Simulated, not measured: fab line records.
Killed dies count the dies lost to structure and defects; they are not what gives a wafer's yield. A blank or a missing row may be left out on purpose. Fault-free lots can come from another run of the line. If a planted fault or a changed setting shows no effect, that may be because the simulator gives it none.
One fault through the eyes of 2 desks / flow gf180mcu / each desk holds nothing but its own numbers, with what lay behind them at the end

FROM THE METROLOGY DESK
Means of the sampled wafers that have a number, per lot and without regard to the tool the lot ran on: this is what the gauges read. The brackets show how far a lot's mean lies from the usual mean; more than 4 standard deviations puts the lot out of limits, marked OUT.
Columns: A = HV_LDD_RS at GF_HV_LDD_RS_MEAS_53, usual 418.6 ohm/sq; B = NSD_RS at GF_PSD_RS_MEAS_14, usual 46.09 ohm/sq; C = PSD_RS at GF_PSD_RS_MEAS_15, usual 108.50 ohm/sq; D = SALICIDE_TIN_RS at GF_SALICIDE_RS_MEAS_04, usual 16.4 ohm/sq
lot=L451; first seen here=day 14 00:32; A=418.1; B=46.05; C=108.56; D=16.5
lot=L454; first seen here=day 14 23:14; A=418.8; B=46.11; C=108.81; D=16.8
lot=L455; first seen here=day 15 04:57; A=418.0; B=46.05; C=108.72; D=16.0
lot=L456; first seen here=day 15 15:41; A=418.5; B=46.03; C=108.33; D=16.2
lot=L457; first seen here=day 16 00:02; A=418.3; B=44.09 (-22) OUT; C=102.36 (-22) OUT; D=16.4
lot=L458; first seen here=day 16 03:26; A=418.0; B=44.20 (-21) OUT; C=102.58 (-21) OUT; D=16.1
lot=L465; first seen here=day 18 15:58; A=420.5; B=45.93; C=107.96; D=16.2
lot=L466; first seen here=day 19 03:16; A=419.4; B=46.16; C=108.98; D=16.2
lot=L467; first seen here=day 19 10:20; A=419.5; B=46.12; C=108.39; D=16.6
lot=L469; first seen here=day 19 22:38; A=417.2; B=46.14; C=108.50; D=16.6
lot=L470; first seen here=day 20 06:11; A=418.9; B=46.19; C=108.77; D=16.1
lot=L471; first seen here=day 20 16:05; A=418.8; B=46.12; C=108.61; D=16.4
This desk's result: L457, L458 out of limits, first on L457 (NSD_RS at GF_PSD_RS_MEAS_14), day 18 02:25. In limits: L451, L454, L455, L456, L465, L466, L467, L469, L470, L471.

THE TOOL OWNER'S DESK: rtp anneal-01
Per lot that ran on this tool, the mean of the sampled wafers carrying a number, from the tool's own readings at GF_PSD_RTA_13 (time 20 s). The brackets show how far a lot's mean lies from the usual mean; more than 4 standard deviations puts the lot out of limits, marked OUT.
Columns: A = lamp power pct at GF_PSD_RTA_13, usual 34.4 %; B = wafer_temp_C_max at GF_PSD_RTA_13, usual 1031.1
lot=L454; first seen here=day 17 00:24; A=33.0; B=1031.7
lot=L455; first seen here=day 17 06:20; A=33.0; B=1032.8
lot=L456; first seen here=day 17 19:39; A=33.0; B=1031.3
lot=L457; first seen here=day 18 02:19; A=34.2; B=1031.0
lot=L458; first seen here=day 18 05:15; A=34.1; B=1032.4
lot=L465; first seen here=day 20 21:55; A=33.0; B=1031.3
lot=L466; first seen here=day 21 07:12; A=32.9; B=1031.3
lot=L469; first seen here=day 22 02:49; A=33.0; B=1030.6
This desk found nothing out of limits on any of the 8 lots.

TAKEN TOGETHER
L457, L458 would have let the metrology desk raise an alarm at day 18 02:25.
The tool owner's desk saw nothing out of limits.
On record at the tool owner's desk: L457, L458, within its limits.
The lots listed all ran GF_PSD_RTA_13 on rtp anneal-01.

WHAT THE SIMULATOR PUT IN
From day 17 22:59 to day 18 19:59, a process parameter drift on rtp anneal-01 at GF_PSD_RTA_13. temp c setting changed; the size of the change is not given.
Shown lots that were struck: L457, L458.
Hours from the fault's start to each desk's first reading out of limits: the metrology desk, 3.
